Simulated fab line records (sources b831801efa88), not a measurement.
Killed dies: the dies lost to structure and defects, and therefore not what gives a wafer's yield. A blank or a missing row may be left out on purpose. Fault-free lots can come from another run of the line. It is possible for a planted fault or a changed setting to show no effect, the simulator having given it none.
Chamber matching	flow sky130	SKY_POLY_GATE_ETCH_16 on rie_diel-02: 4 sister chambers
The step etches Si3N4 in CH3F/O2, stops on poly-Si, time 147.5 s, target depth 75 nm. 8 wafers are shown with their chamber, then 9 later ones without.

WAFERS, EACH WITH ITS CHAMBER
wafer	chamber	drypump_motor_current_A (A)	throttle_valve_pct (%)
L083.1	0	6.2	10.547
L083.3	3	6.3	10.533
L086.1	3	6.3	10.516
L088.2	1	5.6	10.542
L088.5	2	5.7	10.519
L091.1	1	5.5	10.552
L091.4	0	6.2	10.527
L091.5	2	5.7	10.538

WAFERS WITH NO CHAMBER GIVEN
wafer	drypump_motor_current_A (A)	throttle_valve_pct (%)
L093.2	5.6	10.530
L093.4	5.7	10.528
L093.6	5.7	10.542
L096.1	5.7	10.537
L096.3	6.3	10.535
L096.6	5.6	10.538
L097.4	5.6	10.524
L097.5	6.3	10.554
L097.6	5.7	10.539

CHAMBER TAKEN BY EACH
wafer	from the rows above	in truth
L093.2	can't be placed: 1 or 2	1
L093.4	2	2
L093.6	2	2
L096.1	2	2
L096.3	can't be placed: 3 or 0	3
L096.6	can't be placed: 1 or 2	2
L097.4	can't be placed: 1 or 2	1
L097.5	can't be placed: 3 or 0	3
L097.6	2	2
Placed correctly: 4 of 9. These rows do not allow placing 5 (true chamber among the candidates in 5). 0 placed wrongly.
How it was worked out, from the rows above alone: a wafer's distance from a chamber is the root of the sum, over the readings, of the square of ((its reading less the chamber's mean) divided by the reading's scatter). If the next closest chamber is less than 2 further off than the closest, the wafer can't be placed; otherwise it belongs to the closest. A chamber's mean is the mean of its shown wafers. The scatter: the root of (the sum of the squares of (reading less its chamber's mean) over the shown wafers, divided by (wafers less chambers)).
